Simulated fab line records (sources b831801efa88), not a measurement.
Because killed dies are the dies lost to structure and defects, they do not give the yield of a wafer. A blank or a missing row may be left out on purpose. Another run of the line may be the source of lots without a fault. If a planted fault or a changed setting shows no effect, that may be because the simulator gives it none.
Chamber matching ; flow sky130 ; rie_diel-02 running SKY_METAL3_ETCH_17: 4 sister chambers
The step etches SiO2 in C4F8/O2/Ar, stops on TiN, time 3.9 s, target depth 15 nm. 14 wafers are shown with their chamber, then 7 later ones without.

WAFERS, EACH WITH ITS CHAMBER
wafer;chamber;oes_product_au (a.u.)
L077.2;0;0.752
L077.4;3;0.753
L077.6;1;0.759
L080.2;3;0.741
L080.3;2;0.746
L080.4;1;0.753
L086.3;0;0.744
L086.5;0;0.752
L086.6;3;0.762
L088.2;3;0.745
L088.3;1;0.751
L088.5;0;0.758
L090.1;1;0.752
L090.2;3;0.756

SIGNATURES, as means of the wafers listed above
reading;chamber 0;chamber 1;chamber 2;chamber 3;scatter within a chamber
oes_product_au;0.75150;0.75375;0.74600;0.75140;0.0065
Rule: for a wafer and a chamber, the distance is found by dividing, reading by reading, the gap between the wafer's reading and the chamber's mean by the reading's scatter, squaring, summing and taking the root. The wafer belongs to the nearest chamber; if the next one is less than 2 further off, it can't be placed. The scatter: take each reading less its chamber's mean, square it, sum over the shown wafers, divide by the number of wafers less the number of chambers, and take the root.

WAFERS WITH NO CHAMBER GIVEN
wafer;oes_product_au (a.u.)
L090.4;0.761
L093.1;0.760
L093.5;0.752
L093.6;0.752
L097.2;0.750
L097.4;0.746
L097.5;0.750

WHICH CHAMBER EACH WENT THROUGH
wafer;from the rows above;in truth
L090.4;can't be placed: 1 or 0 or 3 or 2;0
L093.1;can't be placed: 1 or 0 or 3 or 2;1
L093.5;can't be placed: 0 or 3 or 1 or 2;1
L093.6;can't be placed: 0 or 3 or 1 or 2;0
L097.2;can't be placed: 3 or 0 or 1 or 2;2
L097.4;can't be placed: 2 or 3 or 0 or 1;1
L097.5;can't be placed: 3 or 0 or 1 or 2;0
0 of 7 placed correctly. Can't be placed from these rows: 7 (the true chamber is among the candidates in 7). Wrongly placed: 0.
